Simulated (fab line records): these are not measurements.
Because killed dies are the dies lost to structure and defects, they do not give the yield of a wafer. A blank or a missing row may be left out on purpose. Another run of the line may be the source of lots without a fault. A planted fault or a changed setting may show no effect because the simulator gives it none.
Which tool did it?    flow gf180mcu    Sampling: 14 lots, 42 wafers, 4 of 602 route steps

WHAT THE GAUGES READ, wafer by wafer
GF_DUAL_GATE_OVL_MEAS_11. Usual: DUAL_GATE_OVL typically reads -1.2 nm, with standard deviation 1.3.
lot   measured      on          DUAL_GATE_OVL (nm)  flag
L922  day 8 10:52   overlay-01  -0.8 -1.5 -0.8      
L924  day 9 05:52   overlay-02  0.6 -0.8 0.1        
L923  day 9 06:26   overlay-02  -4.5 -3.6 -3.8      
L925  day 9 11:52   overlay-02  0.5 -0.1 -0.2       
L926  day 9 14:20   overlay-01  -0.1 -1.9 -0.4      
L927  day 9 23:56   overlay-02  0.4 0.0 -0.6        
L935  day 11 22:38  overlay-01  -3.9 -3.5 -2.7      
L937  day 12 12:23  overlay-01  -1.1 -1.1 -1.4      
L938  day 12 19:32  overlay-02  -1.5 -1.1 -2.4      
L939  day 12 23:29  overlay-02  1.1 0.2 -0.4        
L940  day 13 08:26  overlay-02  -0.8 -0.3 -2.6      
L942  day 14 00:08  overlay-02  -2.4 -3.7 -1.9      
L944  day 14 13:55  overlay-02  -1.6 -1.3 -1.2      
L945  day 14 18:43  overlay-01  0.1 0.4 -0.5        

GF_HV_LDD_THK_MEAS_55. Usual: HV_LDD_CVD_54_THK typically reads 10.00 nm, with standard deviation 0.12.
lot   measured      on             HV_LDD_CVD_54_THK (nm)  flag
L922  day 12 12:26  film metro-01  9.98 9.92 10.02         
L924  day 13 12:33  film metro-01  10.07 10.14 10.08       
L923  day 13 09:31  film metro-01  9.98 10.06 10.02        
L925  day 13 17:25  film metro-03  10.06 10.17 10.07       
L926  day 14 03:22  film metro-01  6.18 6.29 6.34          OFF
L927  day 14 06:47  film metro-03  6.23 6.22 6.03          OFF
L935  day 16 13:35  film metro-03  10.09 10.00 10.07       
L937  day 17 05:50  film metro-04  9.91 9.89 9.99          
L938  day 17 14:43  film metro-03  9.87 9.87 9.83          
L939  day 17 21:26  film metro-01  9.86 9.99 9.92          
L940  day 18 11:13  film metro-01  9.88 9.92 9.77          
L942  day 19 05:28  film metro-03  9.74 9.78 9.72          
L944  day 19 17:47  film metro-01  9.93 10.01 10.06        
L945  day 20 01:31  film metro-03  10.11 10.05 10.01       

GF_HV_LDD_THK_MEAS_57. Usual: HV_LDD_CVD_56_THK typically reads 89.8 nm, with standard deviation 0.75.
lot   measured      on             HV_LDD_CVD_56_THK (nm)  flag
L922  day 12 13:56  film metro-03  89.8 90.5 90.6          
L924  day 13 14:02  film metro-01  89.2 89.1 89.8          
L923  day 13 11:01  film metro-01  88.9 89.4 88.0          
L925  day 13 19:37  film metro-01  90.2 90.2 90.1          
L926  day 14 04:52  film metro-01  89.9 89.3 89.1          
L927  day 14 08:16  film metro-03  90.0 89.4 90.6          
L935  day 16 15:04  film metro-04  90.3 91.1 90.7          
L937  day 17 07:19  film metro-03  89.1 89.1 88.9          
L938  day 17 16:13  film metro-04  88.5 88.5 89.4          
L939  day 17 23:38  film metro-04  89.7 89.6 89.4          
L940  day 18 13:25  film metro-01  88.8 88.2 88.8          
L942  day 19 06:57  film metro-03  89.6 89.3 89.9          
L944  day 19 19:16  film metro-01  91.1 90.2 89.9          
L945  day 20 03:01  film metro-01  90.3 90.8 90.8          

TOOL THAT RAN EACH LOT (tool first, then ch and the chambers of the sampled wafers, then the start)
lot   GF_HV_LDD_CVD_54
L922  lpcvd-02 ch 1, day 12 11:25
L924  lpcvd-02 ch 1, day 13 11:01
L923  lpcvd-02 ch 1, day 13 08:30
L925  lpcvd-01 ch 0, day 13 16:23
L926  lpcvd-02 ch 0, day 14 02:21
L927  lpcvd-02 ch 1, day 14 05:46
L935  lpcvd-01 ch 0, day 16 12:34
L937  lpcvd-02 ch 1, day 17 04:48
L938  lpcvd-02 ch 1, day 17 13:41
L939  lpcvd-01 ch 0, day 17 19:55
L940  lpcvd-01 ch 1, day 18 09:41
L942  lpcvd-01 ch 1, day 19 04:26
L944  lpcvd-02 ch 0, day 19 16:46
L945  lpcvd-01 ch 1, day 20 00:30
- GF_HV_LDD_CVD_54: deposits SiO2 from TEOS, target thk 10 nm, time 75 s.

AS READ BY THE TOOLS THEMSELVES (means over the sampled wafers that have a number; for cases with no such wafer, the mark the record gives instead)
The record holds no such reading with a usual standard deviation.

THE ANSWER, worked out from the rows above alone
Rule: take the mean of a lot's wafers that have a number; if it is more than 3 standard deviations from the usual mean, the lot is off. Also off: a lot with no number at a reading for which 4 or more lots have one. All remaining lots with rows at the step are treated as sound. First the gauges in route order, then the tools' own readings, where a lot's mean is used as printed above. At the first step where some lot is off, the reading lying furthest off is the one used; lots without a number count as furthest.
Off: at GF_HV_LDD_THK_MEAS_55 (HV_LDD_CVD_54_THK), L926, L927.
A tool fits if, at a process step before that reading, it ran every lot that is off, and no sound lot after the first of them. Those tools and the gauges at GF_HV_LDD_THK_MEAS_55 are tried in the same way. No candidate that was tried fits.

WHAT THE SIMULATOR PUT IN
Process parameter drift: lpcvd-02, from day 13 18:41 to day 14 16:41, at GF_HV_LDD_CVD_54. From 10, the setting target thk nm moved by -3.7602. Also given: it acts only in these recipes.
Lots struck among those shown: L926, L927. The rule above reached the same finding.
